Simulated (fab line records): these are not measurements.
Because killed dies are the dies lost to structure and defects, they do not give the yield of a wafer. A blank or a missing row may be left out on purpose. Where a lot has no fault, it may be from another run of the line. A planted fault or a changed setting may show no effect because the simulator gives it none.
Chamber matching :: flow sky130 :: SKY_VIA1_CMP_24 on cmp-01 has 4 sister chambers
The step polishes, stops on SiO2, t overpolish 15 s, target thk 0 nm. 8 wafers are shown with their chamber, then 9 later ones without.

== WAFERS, EACH WITH ITS CHAMBER ==
wafer: L849.6
chamber: 0
motor_current_A (A): 13.0
time_to_endpoint_s (s): 67.6

wafer: L851.2
chamber: 0
motor_current_A (A): 12.5
time_to_endpoint_s (s): 69.4

wafer: L851.6
chamber: 3
motor_current_A (A): 10.0
time_to_endpoint_s (s): 65.9

wafer: L850.1
chamber: 2
motor_current_A (A): 10.4
time_to_endpoint_s (s): 67.0

wafer: L850.6
chamber: 1
motor_current_A (A): 11.9
time_to_endpoint_s (s): 72.4

wafer: L853.1
chamber: 1
motor_current_A (A): 12.3
time_to_endpoint_s (s): 68.3

wafer: L853.2
chamber: 3
motor_current_A (A): 10.2
time_to_endpoint_s (s): 66.6

wafer: L853.4
chamber: 2
motor_current_A (A): 10.1
time_to_endpoint_s (s): 66.8

== WAFERS WITHOUT THEIR CHAMBER ==
wafer: L857.2
motor_current_A (A): 10.2
time_to_endpoint_s (s): 63.6

wafer: L857.3
motor_current_A (A): 13.4
time_to_endpoint_s (s): 65.3

wafer: L857.4
motor_current_A (A): 12.4
time_to_endpoint_s (s): 65.5

wafer: L858.1
motor_current_A (A): 12.1
time_to_endpoint_s (s): 65.0

wafer: L858.5
motor_current_A (A): 10.3
time_to_endpoint_s (s): 69.4

wafer: L858.6
motor_current_A (A): 12.9
time_to_endpoint_s (s): 66.9

wafer: L859.3
motor_current_A (A): 12.2
time_to_endpoint_s (s): 67.5

wafer: L859.4
motor_current_A (A): 13.3
time_to_endpoint_s (s): 66.4

wafer: L859.6
motor_current_A (A): 11.4
time_to_endpoint_s (s): 67.0

== WHICH CHAMBER EACH WENT THROUGH ==
wafer: L857.2
from the rows above: can't be placed: 3 or 2
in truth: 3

wafer: L857.3
from the rows above: 0
in truth: 0

wafer: L857.4
from the rows above: can't be placed: 0 or 1
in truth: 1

wafer: L858.1
from the rows above: can't be placed: 0 or 1
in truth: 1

wafer: L858.5
from the rows above: can't be placed: 2 or 3
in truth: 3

wafer: L858.6
from the rows above: 0
in truth: 0

wafer: L859.3
from the rows above: can't be placed: 1 or 0
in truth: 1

wafer: L859.4
from the rows above: 0
in truth: 0

wafer: L859.6
from the rows above: can't be placed: 1 or 2 or 3 or 0
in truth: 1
3 of 9 placed correctly. From these rows, 6 cannot be placed; in 6 the true chamber is one of the candidates. 0 placed wrongly.
How it was worked out, from the rows above alone: a wafer's distance from a chamber is the root of the sum, over the readings, of the square of ((its reading less the chamber's mean) divided by the reading's scatter). The wafer belongs to the nearest chamber; if the next one is less than 2 further off, it can't be placed. Each chamber's mean is taken over the wafers shown for it. The scatter: the root of (the sum of the squares of (reading less its chamber's mean) over the shown wafers, divided by (wafers less chambers)).
